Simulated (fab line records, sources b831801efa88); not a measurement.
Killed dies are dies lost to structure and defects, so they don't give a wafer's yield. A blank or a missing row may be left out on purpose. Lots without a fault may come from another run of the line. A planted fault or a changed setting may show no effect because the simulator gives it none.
Which tool did it? | flow gf180mcu | 11 lots, 32 wafers sampled, at 4 steps of a route of 602

WHAT THE GAUGES READ, wafer by wafer
GF_V3_THK_MEAS_01.
lot  | measured     | on            | V3_CVD_00_THK (nm)
L679 | day 21 06:13 | film_metro-02 | 593 599 589
L681 | day 22 18:55 | film_metro-02 | 608 608 610
L686 | day 24 10:37 | film_metro-02 | 597 603 595
L687 | day 24 15:50 | film_metro-04 | 602 603 604
L688 | day 25 07:42 | film_metro-01 | 597 611 591
L689 | day 25 10:26 | film_metro-04 | 602 602 601
L690 | day 25 10:50 | film_metro-04 | 592 605 598
L691 | day 25 13:34 | film_metro-01 | 604 608 613
L692 | day 26 07:37 | film_metro-01 | 594 597 603
L696 | day 28 02:06 | film_metro-04 | 598 600
L701 | day 28 10:11 | film_metro-01 | 597 600 595

GF_V4_THK_MEAS_03.
lot  | measured     | on            | V4_CVD_02_THK (nm)
L679 | day 23 14:13 | film_metro-03 | 851 859 854
L681 | day 24 16:49 | film_metro-03 | 836 841 844
L686 | day 26 08:48 | film_metro-03 | 841 838 854
L687 | day 26 13:59 | film_metro-03 | 850 851 853
L688 | day 27 05:17 | film_metro-01 | 841 824 857
L689 | day 27 07:02 | film_metro-01 | 845 858 859
L690 | day 27 07:22 | film_metro-04 | 823 828 840
L691 | day 27 10:34 | film_metro-03 | 829 851 847
L692 | day 28 02:40 | film_metro-01 | 838 843 854
L696 | day 29 20:04 | film_metro-04 | 832 763
L701 | day 30 03:22 | film_metro-04 | 856 856 856

WHICH TOOL RAN EACH LOT (tool, then ch and the chambers of the sampled wafers, then the start)
lot  | GF_M3_STRIP_17                       | GF_V4_CVD_02
L679 | plasma_asher-03 ch 0,1, day 21 05:37 | pecvd-01 ch 0,1,2, day 23 13:58
L681 | plasma_asher-02 ch 0,1, day 22 18:17 | pecvd-01 ch 0,1,2, day 24 16:44
L686 | plasma_asher-03 ch 0,1, day 24 09:55 | pecvd-04 ch 1,2, day 26 08:43
L687 | plasma_asher-04 ch 0,1, day 24 14:53 | pecvd-04 ch 0,1,2, day 26 13:56
L688 | plasma_asher-02 ch 0,1, day 25 07:05 | pecvd-01 ch 0,1,2, day 27 05:13
L689 | plasma_asher-02 ch 0,1, day 25 09:50 | pecvd-03 ch 0,1,2, day 27 06:58
L690 | plasma_asher-02 ch 0,1, day 25 10:13 | pecvd-04 ch 0,1, day 27 07:18
L691 | plasma_asher-03 ch 0,1, day 25 12:57 | pecvd-01 ch 1,2, day 27 10:29
L692 | plasma_asher-02 ch 0,1, day 26 07:01 | pecvd-04 ch 0,1,2, day 28 02:35
L696 | plasma_asher-02 ch 0,1, day 28 01:29 | pecvd-04 ch 2, day 29 19:59
L701 | plasma_asher-02 ch 0,1, day 28 09:32 | pecvd-01 ch 0,1, day 30 03:19
- GF_M3_STRIP_17: strips in O2/N2.
- GF_V4_CVD_02: deposits SiO2 from TEOS, target thk 850 nm, time 94.851 s.

WHAT THE TOOLS THEMSELVES READ (means of the sampled wafers that have a number; where no wafer has one, the mark that the record gives instead)
GF_M3_STRIP_17.
lot  | tool            | drypump_motor_current_A (A) | heater_power_w (W) | oes_product_au (a.u.) | strip_time_to_endpoint_s (s)
L679 | plasma_asher-03 | 5.5                         | 311                | 0.534                 | 7.34
L681 | plasma_asher-02 | 5.7                         | 382                | 0.534                 | 7.32
L686 | plasma_asher-03 | 5.5                         | 312                | 0.539                 | 7.37
L687 | plasma_asher-04 | 5.6                         | 314                | 0.536                 | 7.37
L688 | plasma_asher-02 | 5.8                         | 381                | 0.538                 | 7.39
L689 | plasma_asher-02 | 5.7                         | 383                | 0.535                 | 7.38
L690 | plasma_asher-02 | 6.1                         | 393                | 0.539                 | 7.34
L691 | plasma_asher-03 | 5.5                         | 317                | 0.536                 | 7.40
L692 | plasma_asher-02 | 5.7                         | 382                | 0.533                 | 7.37
L696 | plasma_asher-02 | 5.9                         | 390                | 0.538                 | 7.30
L701 | plasma_asher-02 | 5.7                         | 376                | 0.537                 | 7.33

GF_V4_CVD_02.
lot  | tool     | heater_power_w (W)
L679 | pecvd-01 | 612
L681 | pecvd-01 | 680
L686 | pecvd-04 | 681
L687 | pecvd-04 | 662
L688 | pecvd-01 | 699
L689 | pecvd-03 | 742
L690 | pecvd-04 | 585
L691 | pecvd-01 | 801
L692 | pecvd-04 | 680
L696 | pecvd-04 | 662
L701 | pecvd-01 | 642

THE ANSWER, worked out from the rows above alone
Rule: what is usual is taken from the lots themselves. Put in order of their means at a reading, lots are off if they are a third of the lots or fewer, leave a main group of 4 or more, and stand apart from it by a gap of 3 or more times the standard deviation of the main group's means; of several such gaps the widest counts. A main group whose means are all the same, to the digits that the tables above print for the reading, isn't used. A lot without any number at a reading at which 4 lots or more have one is off too. The other lots that the step has rows for count as sound. The gauges are gone through in route order, then the tools' own readings, and for those a lot's mean is taken as printed above. The first step at which some lot is off is used, and at that step the reading that is off furthest; a lot without a number counts as furthest.
Off: L696, at GF_V4_THK_MEAS_03 (V4_CVD_02_THK). The main group: mean 846 nm, standard deviation 7.7.
A tool fits if, at a process step before that reading, it ran every lot that is off, and no sound lot after the first of them. The gauges at GF_V4_THK_MEAS_03 are tried like those tools. One fits: pecvd-04 at GF_V4_CVD_02. Its last sound lot is L692 (day 28 02:35), its first lot that is off L696 (day 29 19:59): a fault that began between those two fits.

WHAT THE SIMULATOR HAD PUT IN
Process parameter drift: pecvd-04, from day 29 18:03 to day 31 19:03, at GF_V4_CVD_02. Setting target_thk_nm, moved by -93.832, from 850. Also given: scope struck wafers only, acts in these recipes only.
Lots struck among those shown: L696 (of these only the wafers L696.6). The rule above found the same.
